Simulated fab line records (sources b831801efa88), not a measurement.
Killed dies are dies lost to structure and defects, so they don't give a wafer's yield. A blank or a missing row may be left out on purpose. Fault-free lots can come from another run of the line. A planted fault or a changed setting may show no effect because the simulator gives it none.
Matching of chambers -- flow sky130 -- 4 sister chambers for SKY_LI_CONTACT_ETCH_14 on rieDiel-03
The step etches BARC in N2/H2, stops on SiO2, time 45.9 s, target depth 60 nm. 22 wafers are shown with their chamber, then 11 later ones without.

== WAFERS PAIRED WITH THEIR CHAMBERS ==
wafer,chamber,oesProductAu (a.u.),throttleValvePct (%)
L074.1,1,0.857,13.227
L074.2,2,0.854,13.227
L074.4,0,0.855,13.221
L077.1,0,0.859,13.221
L077.2,3,0.859,13.226
L077.3,1,0.852,13.233
L077.4,2,0.856,13.219
L077.5,0,0.859,13.213
L077.6,3,0.849,13.214
L080.1,2,0.850,13.221
L080.4,1,0.854,13.224
L080.5,0,0.848,13.203
L082.2,2,0.861,13.228
L082.4,0,0.858,13.233
L082.6,2,0.866,13.225
L086.3,0,0.852,13.227
L086.4,1,0.848,13.217
L086.5,3,0.857,13.226
L088.1,1,0.853,13.234
L088.4,2,0.863,13.224
L088.6,1,0.850,13.212
L089.1,2,0.849,13.218

SIGNATURES (means of the wafers above)
reading,chamber 0,chamber 1,chamber 2,chamber 3,scatter within a chamber
oesProductAu,0.85517,0.85233,0.85700,0.85500,0.00506
throttleValvePct,13.21967,13.22450,13.22314,13.22200,0.00791
Rule: for a wafer and a chamber, the distance is found by dividing, reading by reading, the gap between the wafer's reading and the chamber's mean by the reading's scatter, squaring, summing and taking the root. The wafer belongs to the nearest chamber; if the next one is less than 2 further off, it can't be placed. The scatter is the square root of a quotient: the sum, over the shown wafers, of each reading's squared deviation from its chamber's mean, divided by wafers minus chambers.

== WAFERS WITH NO CHAMBER GIVEN ==
wafer,oesProductAu (a.u.),throttleValvePct (%)
L089.3,0.849,13.227
L089.6,0.847,13.223
L091.1,0.865,13.232
L091.2,0.854,13.230
L091.4,0.860,13.230
L093.1,0.853,13.219
L093.2,0.853,13.235
L093.3,0.850,13.218
L093.4,0.863,13.221
L093.5,0.848,13.220
L093.6,0.856,13.208

== THE CHAMBER EACH PASSED THROUGH ==
wafer,from the rows above,in truth
L089.3,can't be placed: 1 or 3 or 0 or 2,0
L089.6,can't be placed: 1 or 3 or 0 or 2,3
L091.1,can't be placed: 2 or 3 or 0 or 1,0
L091.2,can't be placed: 1 or 3 or 2 or 0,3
L091.4,can't be placed: 2 or 3 or 0 or 1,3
L093.1,can't be placed: 0 or 3 or 1 or 2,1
L093.2,can't be placed: 1 or 3 or 2 or 0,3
L093.3,can't be placed: 1 or 0 or 3 or 2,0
L093.4,can't be placed: 2 or 0 or 3 or 1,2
L093.5,can't be placed: 1 or 3 or 0 or 2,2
L093.6,can't be placed: 0 or 3 or 2 or 1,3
0 of 11 placed correctly. Cannot be placed on the basis of these rows: 11; the candidates contain the true chamber in 11. Wrongly placed: 0.
